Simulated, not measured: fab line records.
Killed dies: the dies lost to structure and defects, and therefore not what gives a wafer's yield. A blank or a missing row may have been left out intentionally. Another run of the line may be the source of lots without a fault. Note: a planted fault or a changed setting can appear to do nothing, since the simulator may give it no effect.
Which tool did it? -- flow gf180mcu -- Sampling: 11 lots, 33 wafers, 2 of 602 route steps

== WHAT THE GAUGES SHOWED, per wafer ==
GF_NWELL_OVL_MEAS_07.
lot,measured,on,NWELL_OVL (nm)
L920,day 3 09:46,overlay-02,1.7 0.2 0.7
L921,day 3 14:07,overlay-02,2.2 4.0 1.8
L925,day 4 12:16,overlay-01,1.1 2.8 1.6
L931,day 5 19:51,overlay-01,- - -
L936,day 7 08:45,overlay-02,2.0 3.1 1.6
L938,day 7 19:10,overlay-02,0.8 -0.5 -0.4
L939,day 7 22:01,overlay-01,1.8 3.1 3.2
L941,day 8 03:18,overlay-01,3.9 1.4 2.0
L940,day 8 04:24,overlay-01,4.3 1.1 2.8
L942,day 8 12:10,overlay-02,1.5 0.0 0.4
L943,day 8 15:43,overlay-01,0.1 2.8 1.6

== WHICH TOOL RAN EACH LOT (tool, then ch and the chambers of the sampled wafers, then the start) ==
lot,GF_NWELL_EXPOSE_04
L920,"iline_stepper-02 ch 0, day 3 03:49"
L921,"iline_stepper-01 ch 0, day 3 07:39"
L925,"iline_stepper-01 ch 0, day 4 05:28"
L931,"iline_stepper-01 ch 0, day 5 13:11"
L936,"iline_stepper-02 ch 0, day 7 00:37"
L938,"iline_stepper-01 ch 0, day 7 11:04"
L939,"iline_stepper-01 ch 0, day 7 14:10"
L941,"iline_stepper-02 ch 0, day 7 19:43"
L940,"iline_stepper-02 ch 0, day 7 20:15"
L942,"iline_stepper-02 ch 0, day 8 04:46"
L943,"iline_stepper-01 ch 0, day 8 08:05"
- GF_NWELL_EXPOSE_04: exposes mask Nwell, target cd 860 nm.

== THE ANSWER, worked out from the rows above alone ==
Rule: what is usual is taken from the lots themselves. Put in order of their means at a reading, lots are off if they are a third of the lots or fewer, leave a main group of 4 or more, and stand apart from it by a gap of 3 or more times the standard deviation of the main group's means; of several such gaps the widest counts. If all means in a main group match to the digits the tables above print for the reading, that group is not used. Also off: a lot with no number at a reading for which 4 or more lots have one. All remaining lots with rows at the step are treated as sound.
Off: at GF_NWELL_OVL_MEAS_07 (NWELL_OVL), L931. Without a number there: L931. For the main group the mean is 1.8 nm and the standard deviation 0.93.
A tool fits if, at a process step before that reading, it ran every lot that is off, and no sound lot after the first of them. The gauges at GF_NWELL_OVL_MEAS_07 are tried like those tools. Not one of the candidates tried fits.

== WHAT THE SIMULATOR HAD PUT IN ==
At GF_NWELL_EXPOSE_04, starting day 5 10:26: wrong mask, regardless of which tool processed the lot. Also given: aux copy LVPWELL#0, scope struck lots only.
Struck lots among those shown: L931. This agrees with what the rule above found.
